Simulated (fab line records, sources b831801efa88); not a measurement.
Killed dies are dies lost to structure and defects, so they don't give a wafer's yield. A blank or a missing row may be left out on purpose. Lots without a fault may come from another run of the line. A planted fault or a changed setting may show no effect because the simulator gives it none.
fab line records | flow gf180mcu
record lots=12 wafers=36 last_day=34
route steps=602 shown SAB@270 M1@332 V1@351
lots that met no fault: from a run of the same line without faults
start_h: hours from the record's first day to the start of the lot's first wafer shown | wait_h: hours since the lot's step before | " the same as in the row above | L1.1+2: a row that stands for several wafers | - no value, or no start given | * or withheld: withheld | < > ~ a bound
route shown NAME@n: a module of which the file shows steps, and the number in the route of the first | usual: mean/standard deviation of fault-free wafers | same: alike in all rows | chamber/n: place in a boat | sites: the reading at each site | _std_site: their standard deviation | _edge_site: outer sites' mean less inner sites' | radius_mm: how far each site lies from the wafer's centre | mask NAME#n: copy n | behind: the tool/chamber that last shaped the wafer | hold: why the lot was held/for how many hours/how that ended | device: the transistor (n, p or np) that didn't switch | end of line: the same wafers' tests at the end of the route | a step without rows: its recipe alone | killed: dies lost to structure and defects at the first sort, not the wafer's yield | map: a wafer's dies, x killed, . not, _ none there
set.NAME: the setting as run; set.NAME@STEP: as run at that earlier step | model.NAME: the simulator's own value behind a step, which no gauge read
steps of the route over a sample of lots; a table a step, a row a wafer
services: from which hour (start_h, from the record's first day; less than 0 if before it) a tool's chamber was out of use, for how many hours, and why
## steps
# step GF_SAB_EXPOSE_06
# recipe mask_id=SAB target_cd_nm=420 na=0.6 source_shape=conventional sigma_outer=0.6 dose_mj=140
# columns lot.wafer tool chamber start_h wait_h mask
L356.1+2+6 iline_stepper-02 0 332.88 - SAB#0
L358.1+5+6 iline_stepper-02 0 348.78 - SAB#0
L362.1+3+6 iline_stepper-02 0 389.96 - SAB_R1#0
L367.3+5+6 iline_stepper-01 0 424.97 - SAB#0
L369.1+3+5 iline_stepper-01 0 448.05 - SAB#0
L370.3+4+5 iline_stepper-02 0 461.78 - SAB#0
L371.3+4+5 iline_stepper-02 0 464.74 - SAB#0
L372.3+4+5 iline_stepper-02 0 467.99 - SAB#0
L374.2+4+6 iline_stepper-01 0 482.17 - SAB#0
L375.2+3+4 iline_stepper-01 0 489.37 - SAB#0
L376.1+3+4 iline_stepper-01 0 497.90 - SAB#0
L378.2+4+5 iline_stepper-01 0 525.32 - SAB#0
# step GF_SAB_CD_MEAS_09
# recipe target_cd_nm=420
# usual cd_nm=419.7/2
# columns lot.wafer tool chamber start_h wait_h hold cd_nm
L356.1 cd_sem-01 - 343.01 0.1 - 417.1
L356.2 " - " " - 417.3
L356.6 " - " " - 417.7
L358.1 cd_sem-01 - 360.06 0.1 - 420.6
L358.5 " - " " - 420.4
L358.6 " - " " - 421.6
L362.1 cd_sem-01 - 401.65 0.1 await_dispo/0.2h/release 448.9
L362.3 " - " " await_dispo/0.2h/release 447.5
L362.6 " - " " await_dispo/0.2h/release 448.0
L362.1 cd_sem-01 - 401.94 0.3 - 449.1
L362.3 " - " " - 447.6
L362.6 " - " " - 448.2
L367.3 cd_sem-01 - 436.99 0.1 - 419.3
L367.5 " - " " - 420.6
L367.6 " - " " - 419.1
L369.1 cd_sem-02 - 460.25 0.1 - 419.4
L369.3 " - " " - 420.1
L369.5 " - " " - 418.7
L370.3 cd_sem-01 - 473.14 0.1 - 415.1
L370.4 " - " " - 416.9
L370.5 " - " " - 414.9
L371.3 cd_sem-02 - 475.99 0.1 - 420.7
L371.4 " - " " - 419.7
L371.5 " - " " - 420.5
L372.3 cd_sem-01 - 479.39 0.1 - 419.6
L372.4 " - " " - 418.6
L372.5 " - " " - 420.5
L374.2 cd_sem-01 - 494.17 0.1 - 416.8
L374.4 " - " " - 416.8
L374.6 " - " " - 415.6
L375.2 cd_sem-02 - 500.47 0.1 - 419.2
L375.3 " - " " - 421.0
L375.4 " - " " - 419.6
L376.1 cd_sem-02 - 509.77 0.1 - 416.9
L376.3 " - " " - 416.0
L376.4 " - " " - 416.3
L378.2 cd_sem-02 - 536.52 0.1 - 420.6
L378.4 " - " " - 418.2
L378.5 " - " " - 421.3
# step GF_SAB_STRIP_13
# recipe chemistry=O2/N2 power_w=1400 pressure_mtorr=1500 platen_temp_c=250 o2_flow_sccm=3000 n2_flow_sccm=300 overash_fraction=0.5
# usual drypump_motor_current_A=5.9/0.31 heater_power_w=331/21 oes_product_au=0.709/0.0047 strip_time_to_endpoint_s=12.61/0.04
# columns lot.wafer tool chamber start_h wait_h drypump_motor_current_A heater_power_w oes_product_au rf_hours_counter_h strip_time_to_endpoint_s
L356.1 plasma_asher-02 1 343.33 0.0 6.0 311 0.715 61 12.67
L356.2 " 0 " " 5.6 338 0.713 61 12.66
L356.6 " 0 " " 5.6 340 0.711 - 12.69
L358.1 plasma_asher-01 1 360.36 0.0 6.0 308 0.714 24 12.68
L358.5 " 1 " " 6.0 303 0.719 - 12.64
L358.6 " 0 " " 5.4 369 0.710 - 12.71
L362.1 plasma_asher-03 1 403.67 0.0 6.4 315 0.709 64 12.63
L362.3 " 1 " " 6.4 322 0.703 - 12.56
L362.6 " 1 " " 6.4 320 0.708 - 12.63
L367.3 plasma_asher-01 0 437.30 0.0 5.4 360 0.706 - 12.57
L367.5 " 1 " " 6.0 304 0.701 - 12.60
L367.6 " 0 " " 5.4 372 0.703 - 12.59
L369.1 plasma_asher-03 0 460.56 0.0 5.8 333 0.709 70 12.66
L369.3 " 1 " " 6.4 323 0.711 - 12.63
L369.5 " 1 " " 6.4 330 0.713 - 12.63
L370.3 plasma_asher-03 1 473.46 0.0 6.4 324 0.713 - 12.55
L370.4 " 0 " " 5.8 335 0.707 - 12.55
L370.5 " 0 " " 5.8 324 0.710 - 12.54
L371.3 plasma_asher-03 0 476.29 0.0 5.8 334 0.706 - 12.62
L371.4 " 1 " " 6.4 322 0.707 - 12.60
L371.5 " 1 " " 6.4 326 0.703 - 12.63
L372.3 plasma_asher-02 0 479.69 0.0 5.6 328 0.714 - 12.61
L372.4 " 1 " " 6.0 318 0.710 - 12.57
L372.5 " 1 " " 6.0 322 0.712 - 12.60
L374.2 plasma_asher-02 0 494.46 0.0 5.6 332 0.720 80 12.58
L374.4 " 1 " " 6.0 315 0.713 - 12.57
L374.6 " 0 " " 5.6 324 0.703 - 12.60
L375.2 plasma_asher-02 1 500.77 0.0 6.1 323 0.707 81 12.58
L375.3 " 0 " " 5.6 337 0.706 - 12.57
L375.4 " 1 " " 6.0 321 0.706 - 12.60
L376.1 plasma_asher-02 0 510.09 0.0 5.6 338 0.703 81 12.63
L376.3 " 1 " " 6.0 322 0.701 - 12.59
L376.4 " 0 " " 5.6 324 0.708 - 12.63
L378.2 plasma_asher-02 0 536.82 0.0 5.6 344 0.715 84 12.62
L378.4 " 1 " " 6.0 317 0.712 - 12.59
L378.5 " 1 " " 6.0 321 0.713 - 12.62
# step GF_M1_STRIP_17
# recipe chemistry=O2/N2 power_w=1400 pressure_mtorr=1500 platen_temp_c=250 o2_flow_sccm=3000 n2_flow_sccm=300 overash_fraction=0.5
# usual drypump_motor_current_A=5.9/0.35 heater_power_w=338/30 oes_product_au=0.537/0.0048 strip_time_to_endpoint_s=7.36/0.036
# columns lot.wafer tool chamber start_h wait_h drypump_motor_current_A heater_power_w oes_product_au rf_hours_counter_h strip_time_to_endpoint_s
L356.1 plasma_asher-02 0 390.40 0.1 5.6 325 0.537 67 7.40
L356.2 " 1 " " 6.0 320 0.538 67 7.41
L356.6 " 0 " " 5.6 336 0.534 - 7.42
L358.1 plasma_asher-03 1 408.59 0.1 6.4 326 0.532 64 7.33
L358.5 " 1 " " 6.4 325 0.528 - 7.33
L358.6 " 0 " " 5.8 325 0.531 - 7.35
L362.1 plasma_asher-04 0 451.89 0.1 5.5 305 0.534 2 7.37
L362.3 " 0 " " 5.5 306 0.538 - 7.43
L362.6 " 1 " " 6.3 387 0.534 - 7.36
L367.3 plasma_asher-02 1 488.72 0.1 6.1 315 0.548 - 7.42
L367.5 " 0 " " 5.6 334 0.539 - 7.39
L367.6 " 1 " " 6.0 337 0.538 - 7.35
L369.1 plasma_asher-04 1 510.39 0.1 6.3 385 0.532 9 7.36
L369.3 " 0 " " 5.5 306 0.546 - 7.40
L369.5 " 0 " " 5.5 306 0.537 - 7.38
L370.3 plasma_asher-04 0 524.17 0.1 5.5 310 0.543 - 7.36
L370.4 " 1 " " 6.3 386 0.535 - 7.41
L370.5 " 0 " " 5.5 303 0.543 - 7.37
L371.3 plasma_asher-03 1 526.17 0.1 6.4 333 0.538 - 7.35
L371.4 " 0 " " 5.8 330 0.543 - 7.35
L371.5 " 0 " " 5.8 334 0.536 - 7.33
L372.3 plasma_asher-04 0 530.27 0.1 5.5 316 0.536 - 7.38
L372.4 " 1 " " 6.3 399 0.543 - 7.39
L372.5 " 1 " " 6.2 398 0.533 - 7.39
L374.2 plasma_asher-04 1 544.29 0.1 6.3 386 0.540 13 7.38
L374.4 " 1 " " 6.3 384 0.539 - 7.36
L374.6 " 1 " " 6.3 390 0.548 - 7.35
L375.2 plasma_asher-03 0 551.29 0.1 5.8 333 0.540 77 7.29
L375.3 " 0 " " 5.8 323 0.537 - 7.42
L375.4 " 1 " " 6.4 317 0.537 - 7.35
L376.1 plasma_asher-04 0 559.42 0.2 5.5 312 0.540 15 7.42
L376.3 " 1 " " 6.3 403 0.529 - 7.39
L376.4 " 0 " " 5.5 301 0.533 - 7.45
L378.2 plasma_asher-03 0 585.09 0.1 5.8 338 0.541 81 7.39
L378.4 " 0 " " 5.8 328 0.530 - 7.35
L378.5 " 0 " " 5.8 330 0.540 - 7.38
# step GF_V1_ETCH_16
# recipe chemistry=N2/H2 target_depth_a=withheld overetch_a=withheld time_s=withheld target=BARC ion_energy_ev=200 source_w=500 bias_w=100 pressure_mtorr=30 n2_flow_sccm=100 h2_flow_sccm=200
# usual drypump_motor_current_A=5.8/0.43 h2_flow_sccm=200.1/0.58 oes_product_au=0.855/0.0046 rf_fwd_power_W=494.0/2.3 throttle_valve_pct=13.225/0.0093
# columns lot.wafer tool chamber start_h wait_h drypump_motor_current_A h2_flow_sccm oes_product_au rf_fwd_power_W throttle_valve_pct
L356.1 rie_diel-01 3 414.82 0.0 5.8 200.0 0.859 495.1 13.220
L356.2 " 1 " " 5.3 199.8 0.854 491.9 13.227
L356.6 " 0 " " 6.4 199.2 0.854 497.3 13.221
L358.1 rie_diel-02 1 433.16 0.0 5.4 199.7 0.860 495.5 13.224
L358.5 " 2 " " 5.2 200.1 0.858 491.1 13.228
L358.6 " 3 " " 6.1 199.8 0.855 492.7 13.215
L362.1 rie_diel-02 2 476.76 0.0 5.2 200.0 0.852 492.0 13.218
L362.3 " 3 " " 6.1 198.8 0.855 492.6 13.230
L362.6 " 0 " " 5.6 200.0 0.855 493.1 13.219
L367.3 rie_diel-02 0 513.71 0.0 5.6 198.6 0.864 492.5 13.231
L367.5 " 3 " " 6.1 199.7 0.848 492.2 13.238
L367.6 " 0 " " 5.6 199.9 0.855 494.9 13.214
L369.1 rie_diel-01 0 535.76 0.0 6.4 200.0 0.858 498.2 13.226
L369.3 " 3 " " 5.9 200.5 0.863 491.4 13.232
L369.5 " 3 " " 5.8 199.7 0.860 493.6 13.209
L370.3 rie_diel-01 3 548.21 0.0 5.8 198.8 0.848 493.7 13.223
L370.4 " 1 " " 5.3 200.4 0.854 492.1 13.236
L370.5 " 1 " " 5.3 200.4 0.855 492.3 13.234
L371.3 rie_diel-01 1 550.11 0.0 5.3 199.6 0.852 495.8 13.217
L371.4 " 0 " " 6.3 200.9 0.854 497.2 13.224
L371.5 " 0 " " 6.3 200.7 0.860 498.0 13.221
L372.3 rie_diel-04 2 555.01 0.0 6.5 199.8 0.856 491.3 13.221
L372.4 " 3 " " 6.3 201.0 0.861 493.7 13.231
L372.5 " 0 " " 5.9 199.8 0.849 493.5 13.230
L374.2 rie_diel-04 0 567.21 0.0 5.9 200.2 0.861 491.5 13.231
L374.4 " 1 " " 6.3 199.4 0.853 496.4 13.227
L374.6 " 0 " " 5.9 200.0 0.862 490.9 13.210
L375.2 rie_diel-02 2 574.86 0.0 5.2 200.6 0.851 493.2 13.230
L375.3 " 3 " " 6.1 200.5 0.849 495.4 13.222
L375.4 " 1 " " 5.3 199.0 0.857 493.7 13.221
L376.1 rie_diel-02 2 582.31 0.0 5.2 199.3 0.853 491.8 13.217
L376.3 " 0 " " 5.6 200.3 0.852 494.3 13.224
L376.4 " 3 " " 6.1 199.9 0.851 494.0 13.224
L378.2 rie_diel-01 2 606.86 0.0 5.4 200.3 0.856 494.8 13.224
L378.4 " 3 " " 5.8 200.4 0.857 497.3 13.227
L378.5 " 1 " " 5.3 200.5 0.860 493.7 13.215
## services
# columns tool chamber start_h hours kind
rie_diel-02 2 322.71 3.7 repair
rie_diel-04 2 322.77 8.8 repair
plasma_asher-02 - 353.05 1.7 repair
rie_diel-01 - 362.21 1.1 repair
rie_diel-01 3 376.98 15.1 repair
plasma_asher-01 - 384.65 11.0 repair
plasma_asher-03 - 387.22 12.6 repair
iline_stepper-02 - 402.82 1.7 pm
plasma_asher-04 - 421.25 9.0 pm
iline_stepper-02 - 432.76 4.4 pm
rie_diel-01 - 453.23 1.2 repair
iline_stepper-01 - 467.70 1.7 pm
rie_diel-04 - 468.92 1.5 repair
plasma_asher-03 - 479.13 19.4 repair
iline_stepper-02 - 483.16 12.0 repair
plasma_asher-04 - 489.29 0.9 repair
iline_stepper-02 - 502.91 2.1 pm
plasma_asher-02 - 510.48 2.0 repair
rie_diel-01 0 524.85 9.9 repair
plasma_asher-02 - 536.09 0.3 repair
plasma_asher-03 - 557.37 1.0 repair
plasma_asher-02 - 563.33 1.8 repair
rie_diel-02 - 569.12 2.8 pm
iline_stepper-02 - 588.40 12.2 repair
## key
first_sign step=GF_SAB_EXPOSE_06 reading=mask direction=changed
effect step=GF_SAB_CD_MEAS_09 reading=visit direction=added
effect step=GF_SAB_CD_MEAS_09 reading=cd_nm direction=up sigmas=14 usual=419.7 struck=448.1
met_at GF_SAB_EXPOSE_06
struck_lots L362
tester_left_out L362
not_acting_at GF_SAB_STRIP_13,GF_M1_STRIP_17,GF_V1_ETCH_16
onset_between 348.78 389.96
fault kind=wrong_mask tool=any chamber=- onset_h=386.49 steps=GF_SAB_EXPOSE_06 aux_copy=SAB_R1#0 cd_offset_nm=29 scope=struck_lots_only
# tester_left_out: of these lots the tester's yield and bins aren't shown, on N5 and GAA mostly nor the transistor test; their killed dies are dies lost to structure and defects alone, not to doping, threshold or leakage, so they don't give the yield
